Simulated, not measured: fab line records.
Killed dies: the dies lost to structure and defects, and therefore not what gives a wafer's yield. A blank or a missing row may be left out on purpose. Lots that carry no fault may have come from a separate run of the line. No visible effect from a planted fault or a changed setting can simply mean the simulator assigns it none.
Comparing a struck lot with a sound one -- flow sky130 -- 17 out of 708 route steps
Sound: these wafers, L583.2, L583.3, L583.5. Struck: wafers L585.1, L585.6. (L585.3 of the same lot was not struck and is left out.) The cause comes at the end.
For every step that has rows: the tool of each side, followed by ch and its chambers, followed by its first start. Under that, the readings that differ: sound wafers -- struck wafers -- difference of the means -- sigmas: that difference in standard deviations of wafers without a fault.
alike: readings whose means differ by less than 2 such deviations, and words and numbers that are the same on both sides. not compared: withheld readings, readings that some wafer has no value for, bounds like >300 that may hide the same value, and numbers for which the record gives no deviation and whose values overlap.
A row with sigmas, a row that says differs or no value, or rows on one side alone: a step with any of these is where the two part. Non-overlapping numbers with no deviation appear without sigmas and do not part them. A reading that every wafer of one side lacks parts them only if that side has two wafers or more.

first, 1 step without rows for these wafers: SKY_VT_ADJUST_PCH_IMPLANT_08.
SKY_VT_ADJUST_PCH_STRIP_09: strips in O2/N2.
  sound on plasmaAsher-01 ch 0,1, day 11 06:32; struck on plasmaAsher-04 ch 0,1, day 11 20:13
  alike: drypumpMotorCurrentA, o2FlowSccm, oesProductAu, stripTimeToEndpointS
  not compared: rfHoursCounterH
SKY_VT_ADJUST_PCH_TW_MEAS_10:
  sound on filmMetro-02, day 11 06:39; struck on filmMetro-04, day 11 20:19
  alike: VT_ADJUST_PCH_TW
then, 7 steps without rows for these wafers: SKY_SONOS_TUNNEL_DEHYDRATE_00 (time 60 s); SKY_SONOS_TUNNEL_HMDS_01 (prime time 60 s); SKY_SONOS_TUNNEL_COAT_02 (resist thk 1140 nm); SKY_SONOS_TUNNEL_SOFTBAKE_03 (time 60 s); SKY_SONOS_TUNNEL_EXPOSE_04 (exposes mask TUNM, target cd 410 nm); SKY_SONOS_TUNNEL_PEB_05; SKY_SONOS_TUNNEL_DEVELOP_06 (develop time 60 s).
SKY_SONOS_TUNNEL_CD_MEAS_07: target cd 410 nm.
  sound on cdSem-01, day 12 06:27; struck on cdSem-02, day 12 20:53
  alike: cdNm
SKY_SONOS_TUNNEL_OVL_MEAS_08:
  sound on overlay-01, day 12 06:34; struck on overlay-01, day 12 21:00
  alike: SONOS_TUNNEL_OVL
SKY_SONOS_TUNNEL_IMPLANT_09:
  sound on implanter-02 ch 0, day 12 06:37; struck on implanter-02 ch 0, day 12 21:02
  alike: beamOnS, endStationPressureTorr
then, 2 steps without rows for these wafers: SKY_SONOS_TUNNEL_WET_ETCH_10 (etches SiO2 in dHF, target depth 14 nm, time 280 s); SKY_SONOS_TUNNEL_STRIP_11 (strips in SPM, time 600 s).
SKY_SONOS_TUNNEL_TW_MEAS_12:
  sound on filmMetro-04, day 12 07:01; struck on filmMetro-03, day 12 21:44
reading,sound,struck,difference,sigmas
SONOS_TUNNEL_TW,197.3 197.4 196.5,179.7 178.8,-17.8,-10
  not compared: hold
-- the record jumps here: 34 days lie between the struck wafers' starts before and after (it left off in module SONOS_TUNNEL and takes up again in module PAD_OPEN, whose first step shown is number 708 of the route) --
SKY_PAD_OPEN_PROBE_99:
  sound on prober-02, day 46 13:04; struck on prober-02, day 46 22:22
reading,sound,struck,difference,sigmas
model.etest.tipSonos.rsOhmSqRange,44.38 31.45 23.67,107.3 95.37,+68.2,
model.etest.sonosUncharged.rOnOhmUm,792.8 791.9 799.2,783.4 786.5,-9.7,
model.etest.tipSonos.rsOhmSqRimLessCentre,15.48 9.284 -9.179,34.9 42.39,+33.4,
model.etest.sonosProgrammed.offLog10AUm,-14.03 -13.99 -13.94,-12.29 -12.18,+1.75,
model.etest.sonosUncharged.vtV (V),-0.4584 -0.4609 -0.4765,-0.5495 -0.5748,-0.0969,
model.etest.sonosProgrammed.vtV (V),1.436 1.466 1.457,1.187 1.153,-0.283,
model.etest.sonosErased.vtV (V),-2.266 -2.291 -2.197,-2.36 -2.328,-0.09,
model.etest.sonosBaked.vtV (V),0.9406 0.9646 0.8838,0.7678 0.6958,-0.1979,
  alike: killed_at_M0_to_M3, killed_at_M4_up, killedAtContacts, killedAtFrontEnd, killedAtOther, killedDies, killedOpen, killedShort

== WHERE THEY PART ==
SKY_SONOS_TUNNEL_TW_MEAS_12 only, going by this record. Later steps at which nothing parts them and some readings are alike: SKY_PAD_OPEN_PROBE_99.

WHY: what the simulator had put in
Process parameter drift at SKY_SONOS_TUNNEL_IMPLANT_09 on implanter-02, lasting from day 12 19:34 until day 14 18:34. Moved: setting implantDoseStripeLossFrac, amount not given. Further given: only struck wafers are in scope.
